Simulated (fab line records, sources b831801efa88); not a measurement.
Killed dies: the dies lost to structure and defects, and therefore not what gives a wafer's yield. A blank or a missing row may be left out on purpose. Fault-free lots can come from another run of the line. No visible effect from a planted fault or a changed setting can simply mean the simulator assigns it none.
Which of the tools did it?    flow sky130    7 lots (21 wafers sampled), 1 step of a 708-step route

## WHAT EACH GAUGE READ, for each wafer
SKY_METAL3_CD_MEAS_13: target cd 300 nm.
lot   measured      on         cd nm (nm)
L556  day 38 17:47  cd sem-02  299.5 298.6 299.4
L558  day 39 06:13  cd sem-01  298.8 297.8 297.9
L560  day 40 01:37  cd sem-02  297.9 298.4 297.9
L564  day 41 05:27  cd sem-02  299.2 300.0 300.9
L567  day 42 04:32  cd sem-01  301.1 300.0 298.5
L569  day 42 17:44  cd sem-01  301.8 302.0 303.0
L575  day 44 09:25  cd sem-01  298.7 299.4 299.2

## TOOL THAT RAN EACH LOT (tool first, then ch and the chambers of the sampled wafers, then the start)
No process step before these readings appears in the record.

## THE ANSWER, worked out from the rows above alone
Rule: the usual values come from the lots themselves. Put in order of their means at a reading, lots are off if they are a third of the lots or fewer, leave a main group of 4 or more, and stand apart from it by a gap of 3 or more times the standard deviation of the main group's means; of several such gaps the widest counts. A main group whose means are all the same, to the digits that the tables above print for the reading, isn't used. Also off: a lot with no number at a reading for which 4 or more lots have one. The other lots that the step has rows for count as sound.
Nothing can be told from this: no lot is off at any reading shown.

## WHAT WAS PUT IN BY THE SIMULATOR
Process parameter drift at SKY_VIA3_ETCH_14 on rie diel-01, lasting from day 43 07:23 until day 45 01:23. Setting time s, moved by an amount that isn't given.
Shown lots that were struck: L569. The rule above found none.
